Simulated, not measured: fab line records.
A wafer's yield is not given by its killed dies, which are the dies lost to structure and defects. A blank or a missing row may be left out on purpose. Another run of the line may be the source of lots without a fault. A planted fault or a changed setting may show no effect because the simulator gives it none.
fab line records	flow sky130
[record] lots = 6	wafers = 18	last-day = 50
route steps=708 shown VIA4@648 PAD_OPEN@708
lots that met no fault: taken from a fault-free run of the same line
start-h: start of the lot's first displayed wafer, in hours after the record's first day	wait-h: hours from the lot's prior step to this one	" the same as in the row above	L1.1+2: one row covering several wafers at once	- either no value or no given start	* or withheld: withheld	< > ~ a bound
route shown NAME@n: names a module that has steps shown in the file, with the first one's number in the route	usual: mean and standard deviation over wafers with no fault	same: alike in all rows	chamber/n: place in a boat	sites: the reading at each site	_std_site: their standard deviation	_edge_site: mean of outer sites minus mean of inner sites	radius-mm: for every site, how far away it sits from the centre of the wafer	mask NAME#n: copy n	behind: the tool/chamber that last shaped the wafer	hold: what put the lot on hold/how long, in hours/how the hold closed	device: which transistor (n, p or np) failed to switch	end of line: the same wafers' tests at the end of the route	a step without rows: its recipe alone	killed: not the wafer's yield, but the dies lost to structure and defects at the first sort	map: dies across one wafer; x = killed, . = not, _ = none there
set.NAME: setting as actually run; set.NAME@STEP: the setting as run at that earlier step	model.NAME: the simulator's own value behind a step, which no gauge read
lots seen at some steps along the route; tables by step, rows by wafer
services: the hour from which a tool's chamber was out of use, counted from the record's first day as start-h (under 0 if before that day), plus the number of hours and why
[[steps]]
[step SKY_VIA4_PEB_09]
[recipe] temp-c = withheld	time-s = *	resist = NOVOLAK
[step SKY_VIA4_DEVELOP_10]
[recipe] resist = NOVOLAK	developer = TMAH	develop-time-s = 60	dev-temp-c = 23
[step SKY_VIA4_OVL_MEAS_11]
[usual] VIA4_OVL = -0.8/1.5
lot.wafer	tool	chamber	start-h	wait-h	VIA4_OVL[nm]
L182.1	overlay-02	-	993.52	0.1	-0.7
L182.5	"	-	"	"	-3.1
L182.6	"	-	"	"	-1.0
L187.2	overlay-02	-	1034.02	0.1	-3.6
L187.3	"	-	"	"	-3.4
L187.4	"	-	"	"	-4.9
L197.1	overlay-01	-	1104.32	0.1	-2.7
L197.3	"	-	"	"	-2.6
L197.4	"	-	"	"	-0.6
L198.3	overlay-02	-	1106.79	0.1	-1.6
L198.4	"	-	"	"	0.3
L198.5	"	-	"	"	-1.8
L201.1	overlay-02	-	1120.52	0.1	-0.4
L201.3	"	-	"	"	-1.2
L201.4	"	-	"	"	-2.1
L204.1	overlay-01	-	1139.46	0.1	-0.6
L204.2	"	-	"	"	-0.6
L204.6	"	-	"	"	2.9
[step SKY_VIA4_ETCH_12]
[recipe] target = SiO2	chemistry = C4F8/O2/Ar	stop-on = TiN	mask-material = NOVOLAK	source-w = 1500	bias-w = 1200	pressure-mtorr = 40	c4f8-flow-sccm = withheld	O2_flow_sccm = 6	Ar_flow_sccm = 300	time-s = withheld	target-depth-a = 5800
[usual] chamber-pressure-mTorr = 40.00/0.036	oes-product-au = 0.925/0.0045
lot.wafer	tool	chamber	start-h	wait-h	chamber-pressure-mTorr	oes-product-au
L182.1	rie-diel-01	1	993.56	0.0	39.97	0.925
L182.5	"	0	"	"	39.98	0.925
L182.6	"	1	"	"	40.05	0.924
L187.2	rie-diel-02	3	1034.05	0.0	39.95	0.927
L187.3	"	0	"	"	39.99	0.931
L187.4	"	1	"	"	39.96	0.924
L197.1	rie-diel-02	2	1104.35	0.0	40.03	0.925
L197.3	"	3	"	"	40.02	0.925
L197.4	"	0	"	"	40.07	0.928
L198.3	rie-diel-01	3	1106.81	0.0	40.00	0.921
L198.4	"	2	"	"	40.01	0.929
L198.5	"	2	"	"	39.97	0.924
L201.1	rie-diel-02	3	1120.55	0.0	39.98	0.928
L201.3	"	2	"	"	40.07	0.925
L201.4	"	2	"	"	40.01	0.929
L204.1	rie-diel-01	1	1139.50	0.0	39.99	0.927
L204.2	"	2	"	"	39.98	0.928
L204.6	"	1	"	"	39.99	0.926
[step SKY_VIA4_STRIP_13]
[recipe] chemistry = O2/N2	power-w = 1400	pressure-mtorr = 1500	platen-temp-c = withheld	o2-flow-sccm = 3000	n2-flow-sccm = 300	overash-fraction = 0.5
[usual] chamber-pressure-mTorr = 1500.1/1.4	drypump-motor-current-A = 5.6/0.46	oes-product-au = 0.710/0.0044	strip-time-to-endpoint-s = 12.80/0.03
lot.wafer	tool	chamber	start-h	wait-h	chamber-pressure-mTorr	drypump-motor-current-A	oes-product-au	rf-hours-counter-h	strip-time-to-endpoint-s
L182.1	plasma-asher-02	0	993.63	-	1499.8	5.9	0.709	56	12.77
L182.5	"	0	"	"	1500.3	5.9	0.701	-	12.82
L182.6	"	1	"	"	1500.2	5.1	0.715	-	12.80
L187.2	plasma-asher-01	0	1034.12	-	1499.8	5.8	0.709	96	12.82
L187.3	"	1	"	"	1502.2	4.9	0.709	-	12.80
L187.4	"	0	"	"	1500.2	5.8	0.712	-	12.79
L197.1	plasma-asher-04	1	1104.43	-	1499.7	6.3	0.709	4	12.79
L197.3	"	0	"	"	1497.8	5.8	0.717	-	12.79
L197.4	"	1	"	"	1498.5	6.3	0.718	-	12.81
L198.3	plasma-asher-04	1	1106.92	-	1499.9	6.3	0.712	-	12.79
L198.4	"	0	"	"	1500.0	5.7	0.709	-	12.84
L198.5	"	0	"	"	1500.4	5.7	0.711	-	12.79
L201.1	plasma-asher-02	1	1120.63	-	1499.8	5.1	0.710	68	12.77
L201.3	"	0	"	"	1498.8	5.9	0.706	-	12.82
L201.4	"	1	"	"	1500.9	5.1	0.720	-	12.82
L204.1	plasma-asher-02	1	1139.57	-	1499.8	5.1	0.709	70	12.79
L204.2	"	0	"	"	1500.7	5.9	0.709	70	12.78
L204.6	"	0	"	"	1499.0	5.8	0.709	-	12.79
[step SKY_VIA4_STRIP_14]
[recipe] chemistry = post-etch-residue-remover	time-s = 1200	temp-c = 72.5
[step SKY_VIA4_CLEAN_15]
[recipe] chemistry = IPA	time-s = 180	temp-c = 25
[step SKY_VIA4_CLEAN_16]
[recipe] chemistry = O3/DIW	dry = n2-spin
[step SKY_VIA4_SPUTTER_17]
[recipe] material = TiN	target-thk-nm = 20	chamber-pressure-pa = 5	power-w = 4000	time-s = 80
[usual] cathode-dc-power-W = 4000.1/0.71	throttle-valve-pct = 29.7/0.96
lot.wafer	tool	chamber	start-h	wait-h	cathode-dc-power-W	throttle-valve-pct
L182.1	pvd-sputter-04	-	994.26	0.0	3999.4	29.6
L182.5	"	-	"	"	4000.5	28.4
L182.6	"	-	"	"	3999.6	32.4
L187.2	pvd-sputter-02	-	1034.72	0.0	3999.1	30.4
L187.3	"	-	"	"	4000.2	30.8
L187.4	"	-	"	"	4000.8	29.7
L197.1	pvd-sputter-02	-	1105.10	0.0	4000.0	29.9
L197.3	"	-	"	"	3999.7	30.7
L197.4	"	-	"	"	3998.5	29.0
L198.3	pvd-sputter-02	-	1107.68	0.0	3999.9	30.7
L198.4	"	-	"	"	4000.4	29.8
L198.5	"	-	"	"	3998.7	29.1
L201.1	pvd-sputter-01	-	1121.41	0.0	4000.5	30.5
L201.3	"	-	"	"	4000.3	28.4
L201.4	"	-	"	"	4000.1	29.6
L204.1	pvd-sputter-02	-	1140.22	0.0	3999.4	30.6
L204.2	"	-	"	"	4000.1	31.0
L204.6	"	-	"	"	4000.4	30.7
[step SKY_VIA4_CVD_18]
[recipe] material = W	target-thk-nm = 505	time-s = 152.14	temp-c = 400	pressure-torr = 40
[usual] heater-power-outer-w = 477/33	heater-power-w = 769/29
lot.wafer	tool	chamber	start-h	wait-h	heater-power-outer-w	heater-power-w
L182.1	cvd-w-01	0	994.32	0.0	493	778
L182.5	"	1	"	"	471	758
L182.6	"	0	"	"	511	789
L187.2	cvd-w-01	0	1034.79	0.0	504	755
L187.3	"	0	"	"	503	782
L187.4	"	1	"	"	463	752
L197.1	cvd-w-02	1	1105.16	0.0	429	734
L197.3	"	1	"	"	436	726
L197.4	"	0	"	"	486	793
L198.3	cvd-w-01	1	1107.79	0.1	464	769
L198.4	"	0	"	"	515	774
L198.5	"	0	"	"	500	804
L201.1	cvd-w-01	0	1121.47	0.0	513	796
L201.3	"	0	"	"	520	775
L201.4	"	1	"	"	469	745
L204.1	cvd-w-02	0	1140.28	0.0	515	787
L204.2	"	1	"	"	419	727
L204.6	"	0	"	"	511	824
[step SKY_VIA4_RS_MEAS_19]
[recipe] thk-meas-gauge = four-point-probe	reads = W_of_VIA4_CVD_18+TiN_of_VIA4_SPUTTER_17
[usual] VIA4_W_RS = 0.2285/0.0021
lot.wafer	tool	chamber	start-h	wait-h	VIA4_W_RS[ohm/sq]
L182.1	film-metro-03	-	994.47	0.1	0.2288
L182.5	"	-	"	"	0.2293
L182.6	"	-	"	"	0.2289
L187.2	film-metro-03	-	1034.96	0.1	0.2255
L187.3	"	-	"	"	0.2244
L187.4	"	-	"	"	0.2291
L197.1	film-metro-02	-	1105.31	0.1	0.2286
L197.3	"	-	"	"	0.2302
L197.4	"	-	"	"	0.2324
L198.3	film-metro-03	-	1107.93	0.1	0.2308
L198.4	"	-	"	"	0.2292
L198.5	"	-	"	"	0.2300
L201.1	film-metro-01	-	1121.62	0.1	0.2288
L201.3	"	-	"	"	0.2285
L201.4	"	-	"	"	0.2244
L204.1	film-metro-03	-	1140.43	0.1	0.2251
L204.2	"	-	"	"	0.2258
L204.6	"	-	"	"	0.2257
[step SKY_VIA4_THK_MEAS_20]
[recipe] thk-meas-gauge = xrf	reads = W_of_VIA4_CVD_18
[usual] VIA4_W_THK = 508/6.1
lot.wafer	tool	chamber	start-h	wait-h	VIA4_W_THK[nm]
L182.1	film-metro-03	-	994.59	0.1	509
L182.5	"	-	"	"	509
L182.6	"	-	"	"	504
L187.2	film-metro-03	-	1035.07	0.1	518
L187.3	"	-	"	"	520
L187.4	"	-	"	"	508
L197.1	film-metro-02	-	1105.43	0.1	509
L197.3	"	-	"	"	503
L197.4	"	-	"	"	501
L198.3	film-metro-03	-	1108.03	0.1	509
L198.4	"	-	"	"	511
L198.5	"	-	"	"	509
L201.1	film-metro-01	-	1121.74	0.1	505
L201.3	"	-	"	"	506
L201.4	"	-	"	"	512
L204.1	film-metro-03	-	1140.55	0.1	517
L204.2	"	-	"	"	516
L204.6	"	-	"	"	513
[step SKY_VIA4_CMP_21]
[recipe] stop-on = SiO2	t-overpolish-s = 25	down-force-psi = 3.5	platen-rpm = 60	target-thk-nm = 0	pad-velocity-m-s = 0.94248
[usual] edge-zone-pressure-frac = 1.000/0.0048	motor-current-A = 11.6/1.4	overpolish-run-s = 24.999/0.0089	slurry-filter-dp-kPa = 13.50/0.14	time-to-endpoint-s = 119/5.6
lot.wafer	tool	chamber	start-h	wait-h	edge-zone-pressure-frac	motor-current-A	overpolish-run-s	slurry-filter-dp-kPa	time-to-endpoint-s
L182.1	cmp-02	0	994.70	0.1	0.998	10.5	25.015	13.51	127
L182.6	"	3	"	"	0.998	11.3	25.000	13.52	115
L182.5	"	0	"	"	1.003	11.1	25.011	13.58	130
L187.3	cmp-02	2	1035.12	0.0	1.001	11.5	25.008	13.31	126
L187.4	"	0	"	"	1.005	11.0	24.991	13.67	121
L187.2	"	1	"	"	0.999	11.1	24.996	13.40	124
L197.1	cmp-02	1	1105.49	0.1	0.994	12.0	0.037	13.21	189
L197.3	"	2	"	"	1.001	11.9	0.036	13.54	188
L197.4	"	0	"	"	1.003	10.4	0.047	13.51	187
L198.3	cmp-02	3	1108.48	0.4	1.000	11.3	0.036	13.56	188
L198.4	"	2	"	"	1.001	12.7	0.044	13.52	189
L198.5	"	0	"	"	0.997	12.2	0.047	13.36	188
L201.4	cmp-01	0	1121.80	0.0	0.995	10.8	24.997	13.44	115
L201.1	"	1	"	"	0.997	11.4	25.004	13.60	113
L201.3	"	3	"	"	1.001	14.6	25.005	13.73	119
L204.1	cmp-01	0	1140.65	0.1	0.998	10.7	24.989	13.43	113
L204.2	"	3	"	"	0.995	15.4	24.986	13.48	121
L204.6	"	1	"	"	1.000	11.2	25.006	13.39	119
[step SKY_PAD_OPEN_PROBE_99]
[usual] defect-limited-yield = 82.9/2	killed_at_M0_to_M3 = 43/7	killed_at_M4_up = 3.0/1.9	killed-at-contacts = 24/4.6	killed-at-front-end = 15/4.1	killed-at-other = 0.3/0.52	killed-dies = 84/9.7	killed-on-rim = 16/3.6	killed-open = 46/6.9	killed-short = 38/6.8	sort_bin_3_pad_short = 0.8/0.41	sort_bin_5_function = 10.2/1.5	sort_bin_6_memory = 6.1/1.1	sort-n-pass = 408/9.7	sort-yield-pct = 82.9/2
[same] gross-dies = 492	killed-at-back-side = 0	sort_bin_4_leakage[%] = 0	sort_bin_8_speed[%] = 0
lot.wafer	tool	chamber	start-h	wait-h	defect-limited-yield[%]	killed_at_M0_to_M3	killed_at_M4_up	killed-at-contacts	killed-at-front-end	killed-at-other	killed-dies	killed-on-rim	killed-open	killed-short	sort_bin_3_pad_short[%]	sort_bin_5_function[%]	sort_bin_6_memory[%]	sort-n-pass	sort-yield-pct[%]
L182.1	prober-01	-	1066.08	0.1	82.7	37	1	25	22	0	85	12	46	39	1.2	8.7	7.3	407	82.7
L182.5	prober-01	-	1066.28	0.2	83.7	44	1	23	12	0	80	19	41	38	0.4	8.9	6.9	412	83.7
L182.6	prober-01	-	1066.33	0.2	81.9	40	3	29	17	0	89	19	54	35	0.4	9.8	7.9	403	81.9
L187.2	prober-02	-	1102.41	0.1	81.5	46	3	30	12	0	91	17	50	41	0.8	10.6	7.1	401	81.5
L187.3	prober-02	-	1102.46	0.2	83.3	44	2	23	13	0	82	16	50	32	0.6	9.6	6.5	410	83.3
L197.1	prober-01	-	1164.28	0.1	0	32	411	28	21	0	492	96	41	46	83.9	10.0	6.1	0	0
L197.3	prober-01	-	1164.38	0.2	0	41	412	25	13	1	492	96	42	43	83.7	10.0	6.3	0	0
L197.4	prober-01	-	1164.43	0.2	0	37	421	24	10	0	492	96	40	35	85.0	8.5	6.5	0	0
L198.3	prober-02	-	1168.08	0.2	0	31	430	23	8	0	492	96	37	26	87.4	7.7	4.9	0	0
L198.4	prober-02	-	1168.13	0.2	0	55	400	26	10	1	492	96	52	42	81.5	10.2	8.3	0	0
L198.5	prober-02	-	1168.18	0.2	0	49	406	21	16	0	492	96	43	44	82.9	10.4	6.7	0	0
L201.1	prober-01	-	1178.71	0.1	85.4	34	2	22	14	0	72	15	37	34	1.0	6.5	7.1	420	85.4
L201.3	prober-01	-	1178.81	0.2	82.5	43	5	28	10	0	86	20	45	39	1.0	12.2	4.3	406	82.5
L201.4	prober-01	-	1178.86	0.2	84.6	34	2	23	16	1	76	13	48	26	0.2	11.4	3.9	416	84.6
L204.1	prober-02	-	1194.58	0.1	82.1	43	3	22	20	0	88	16	44	44	1.0	10.8	6.1	404	82.1
L204.2	prober-02	-	1194.63	0.1	81.7	42	0	27	21	0	90	14	46	44	1.2	11.2	5.9	402	81.7
L204.6	prober-02	-	1194.83	0.2	80.7	52	1	25	16	1	95	20	43	52	1.0	11.6	6.7	397	80.7
// killed by level:class
L182.1 VIA1:geometric-particle:open=11 CONTACT:geometric-particle:open=9 CONTACT:geometric-particle:short=7 VIA1:geometric-particle:short=7 LI_CONTACT:geometric-particle:open=6 VIA3:geometric-particle:open=6 FIELD_ISO:geometric-particle:short=5 POLY_GATE:geometric-particle:short=4
L182.5 VIA1:geometric-particle:open=16 POLY_GATE:geometric-particle:short=6 LOCAL_INTERCONNECT:geometric-particle:short=6 CONTACT:geometric-particle:open=6 METAL1:geometric-particle:short=6 CONTACT:geometric-particle:short=5 VIA2:geometric-particle:open=5 VIA3:geometric-particle:open=5
L182.6 CONTACT:geometric-particle:open=11 LI_CONTACT:geometric-particle:open=9 VIA1:geometric-particle:open=9 METAL2:geometric-particle:short=7 VIA2:geometric-particle:open=5 LOCAL_INTERCONNECT:geometric-particle:short=5 VIA3:geometric-particle:open=5 POLY_GATE:geometric-particle:open=4
L187.2 CONTACT:geometric-particle:open=11 VIA1:geometric-particle:open=10 LI_CONTACT:geometric-particle:open=9 VIA1:geometric-particle:short=7 LOCAL_INTERCONNECT:geometric-particle:short=6 POLY_GATE:geometric-particle:short=5 METAL1:geometric-particle:short=5 POLY_GATE:geometric-particle:open=4
L187.3 VIA1:geometric-particle:open=15 CONTACT:geometric-particle:open=11 VIA2:geometric-particle:open=8 VIA3:geometric-particle:open=6 VIA1:geometric-particle:short=5 POLY_GATE:geometric-particle:short=5 LOCAL_INTERCONNECT:geometric-particle:short=5 LI_CONTACT:geometric-particle:open=5
L197.1 VIA4:area-cmp=405 LI_CONTACT:geometric-particle:open=8 CONTACT:geometric-particle:short=7 VIA1:geometric-particle:open=7 FIELD_ISO:geometric-particle:open=6 POLY_GATE:geometric-particle:short=5 LOCAL_INTERCONNECT:geometric-particle:short=5 METAL1:geometric-particle:short=5
L197.3 VIA4:area-cmp=407 VIA1:geometric-particle:open=13 CONTACT:geometric-particle:short=9 CONTACT:geometric-particle:open=8 VIA3:geometric-particle:open=5 POLY_GATE:geometric-particle:short=4 LOCAL_INTERCONNECT:geometric-particle:short=4 METAL2:geometric-particle:short=4
L197.4 VIA4:area-cmp=417 VIA1:geometric-particle:open=7 LI_CONTACT:geometric-particle:open=6 LOCAL_INTERCONNECT:geometric-particle:short=6 CONTACT:geometric-particle:open=6 METAL2:geometric-particle:short=6 METAL1:geometric-particle:short=5 METAL1:geometric-particle:open=5
L198.3 VIA4:area-cmp=428 VIA1:geometric-particle:open=10 VIA2:geometric-particle:open=8 LI_CONTACT:geometric-particle:open=7 CONTACT:geometric-particle:open=7 METAL1:geometric-particle:short=4 CONTACT:geometric-particle:short=4 FIELD_ISO:geometric-particle:short=3
L198.4 VIA4:area-cmp=398 VIA1:geometric-particle:open=14 LI_CONTACT:geometric-particle:open=11 VIA2:geometric-particle:open=11 METAL1:geometric-particle:short=9 CONTACT:geometric-particle:open=8 VIA2:geometric-particle:short=7 POLY_GATE:geometric-particle:short=4
L198.5 VIA4:area-cmp=404 VIA1:geometric-particle:open=9 FIELD_ISO:geometric-particle:short=8 CONTACT:geometric-particle:open=8 METAL1:geometric-particle:short=8 VIA2:geometric-particle:open=8 VIA1:geometric-particle:short=7 LOCAL_INTERCONNECT:geometric-particle:short=4
L201.1 LI_CONTACT:geometric-particle:open=7 VIA3:geometric-particle:open=6 CONTACT:geometric-particle:open=5 METAL1:geometric-particle:short=5 POLY_GATE:geometric-particle:open=4 CONTACT:geometric-particle:short=4 METAL2:geometric-particle:short=4 VIA1:geometric-particle:open=4
L201.3 CONTACT:geometric-particle:open=8 VIA2:geometric-particle:open=8 LI_CONTACT:geometric-particle:open=7 LOCAL_INTERCONNECT:geometric-particle:short=6 VIA3:geometric-particle:open=6 METAL3:geometric-particle:short=6 CONTACT:geometric-particle:short=5 VIA1:geometric-particle:open=5
L201.4 CONTACT:geometric-particle:open=9 VIA1:geometric-particle:open=9 VIA3:geometric-particle:open=9 LI_CONTACT:geometric-particle:open=6 METAL1:geometric-particle:short=6 FIELD_ISO:geometric-particle:open=5 VIA2:geometric-particle:open=5 SPACER:geometric-particle:short=4
L204.1 VIA1:geometric-particle:open=8 VIA2:geometric-particle:open=7 CONTACT:geometric-particle:open=7 LI_CONTACT:geometric-particle:open=6 CONTACT:geometric-particle:short=6 METAL3:geometric-particle:short=6 METAL1:geometric-particle:short=5 VIA2:geometric-particle:short=5
L204.2 CONTACT:geometric-particle:short=8 VIA3:geometric-particle:open=8 CONTACT:geometric-particle:open=7 VIA2:geometric-particle:open=7 FIELD_ISO:geometric-particle:short=6 LI_CONTACT:geometric-particle:open=6 LOCAL_INTERCONNECT:geometric-particle:short=6 METAL1:geometric-particle:short=6
L204.6 LI_CONTACT:geometric-particle:open=8 VIA2:geometric-particle:open=8 VIA3:geometric-particle:open=8 VIA1:geometric-particle:short=7 METAL1:geometric-particle:short=7 POLY_GATE:geometric-particle:short=6 CONTACT:geometric-particle:open=6 METAL2:geometric-particle:short=6
// map L197.1 (x killed, . not)
__________xxxxxxxxxx_________
________xxxxxxxxxxxxxx_______
______xxxxxxxxxxxxxxxxxx_____
_____xxxxxxxxxxxxxxxxxxxx____
____xxxxxxxxxxxxxxxxxxxxxx___
___xxxxxxxxxxxxxxxxxxxxxxxx__
__xxxxxxxxxxxxxxxxxxxxxxxxxx_
_xxxxxxxxxxxxxxxxxxxxxxxxxxxx
_xxxxxxxxxxxxxxxxxxxxxxxxxxxx
_xxxxxxxxxxxxxxxxxxxxxxxxxxxx
_xxxxxxxxxxxxxxxxxxxxxxxxxxxx
_xxxxxxxxxxxxxxxxxxxxxxxxxxxx
_xxxxxxxxxxxxxxxxxxxxxxxxxxxx
_xxxxxxxxxxxxxxxxxxxxxxxxxxxx
_xxxxxxxxxxxxxxxxxxxxxxxxxxxx
__xxxxxxxxxxxxxxxxxxxxxxxxxx_
___xxxxxxxxxxxxxxxxxxxxxxxx__
____xxxxxxxxxxxxxxxxxxxxxx___
_____xxxxxxxxxxxxxxxxxxxx____
______xxxxxxxxxxxxxxxxxx_____
________xxxxxxxxxxxxxx_______
__________xxxxxxxxxx_________
// map L198.3 (x killed, . not)
__________xxxxxxxxxx_________
________xxxxxxxxxxxxxx_______
______xxxxxxxxxxxxxxxxxx_____
_____xxxxxxxxxxxxxxxxxxxx____
____xxxxxxxxxxxxxxxxxxxxxx___
___xxxxxxxxxxxxxxxxxxxxxxxx__
__xxxxxxxxxxxxxxxxxxxxxxxxxx_
_xxxxxxxxxxxxxxxxxxxxxxxxxxxx
_xxxxxxxxxxxxxxxxxxxxxxxxxxxx
_xxxxxxxxxxxxxxxxxxxxxxxxxxxx
_xxxxxxxxxxxxxxxxxxxxxxxxxxxx
_xxxxxxxxxxxxxxxxxxxxxxxxxxxx
_xxxxxxxxxxxxxxxxxxxxxxxxxxxx
_xxxxxxxxxxxxxxxxxxxxxxxxxxxx
_xxxxxxxxxxxxxxxxxxxxxxxxxxxx
__xxxxxxxxxxxxxxxxxxxxxxxxxx_
___xxxxxxxxxxxxxxxxxxxxxxxx__
____xxxxxxxxxxxxxxxxxxxxxx___
_____xxxxxxxxxxxxxxxxxxxx____
______xxxxxxxxxxxxxxxxxx_____
________xxxxxxxxxxxxxx_______
__________xxxxxxxxxx_________
[[services]]
tool	chamber	start-h	hours	kind
rie-diel-02	3	975.16	3.4	repair
cvd-w-01	0	977.90	3.7	repair
cmp-02	-	989.56	0.9	repair
pvd-sputter-02	2	994.37	-	consumable-replace:kit
rie-diel-02	-	998.45	2.8	pm
plasma-asher-01	-	1027.94	0.9	repair
cmp-02	-	1048.19	5.5	pm
pvd-sputter-01	-	1051.26	1.4	repair
plasma-asher-04	-	1055.27	9.0	pm
cmp-01	-	1060.54	0.8	repair
pvd-sputter-01	-	1065.12	0.6	repair
plasma-asher-01	-	1073.74	2.8	pm
cmp-02	-	1084.19	4.0	pm
pvd-sputter-02	-	1085.94	2.8	repair
cmp-01	-	1089.70	19.4	repair
pvd-sputter-01	-	1098.69	19.3	repair
cmp-01	-	1098.75	1.9	repair
plasma-asher-02	-	1099.79	14.6	pm
rie-diel-02	1	1100.63	3.1	repair
pvd-sputter-01	-	1105.68	0.9	repair
rie-diel-02	1	1116.18	11.5	repair
cmp-01	-	1127.87	3.1	repair
rie-diel-01	0	1137.39	25.3	repair
pvd-sputter-01	-	1139.53	6.9	repair
[[key]]
[first-sign] step = SKY_VIA4_CMP_21	reading = overpolish-run-s	direction = down	sigmas = 99+	usual = 24.999	struck = 0.041
[effect] step = SKY_VIA4_CMP_21	reading = time-to-endpoint-s	direction = up	sigmas = 13	usual = *	struck = *
[effect] step = SKY_PAD_OPEN_PROBE_99	reading = killed_at_M4_up	direction = up	sigmas = 99+	usual = 3.0	struck = 413.3
[more-kills-born-at] SKY_VIA4_CMP_21@cmp-02 = 2459
met-at SKY_VIA4_CMP_21
struck-wafers L197.1,L197.3,L197.4,L198.3,L198.4,L198.5
later-rows-left-out L197.1,L197.3,L197.4,L198.3,L198.4,L198.5
onset-between 1035.12 1105.49
[fault] kind = process-parameter-drift	tool = cmp-02	chamber = -	onset-h = 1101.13	steps = SKY_VIA4_CMP_21	channel = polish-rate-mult	offset = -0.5	shape = step	end-h = 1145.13
// later-rows-left-out: the simulator's readings of these wafers behind a module that went badly wrong aren't trusted and aren't shown, but for the sort
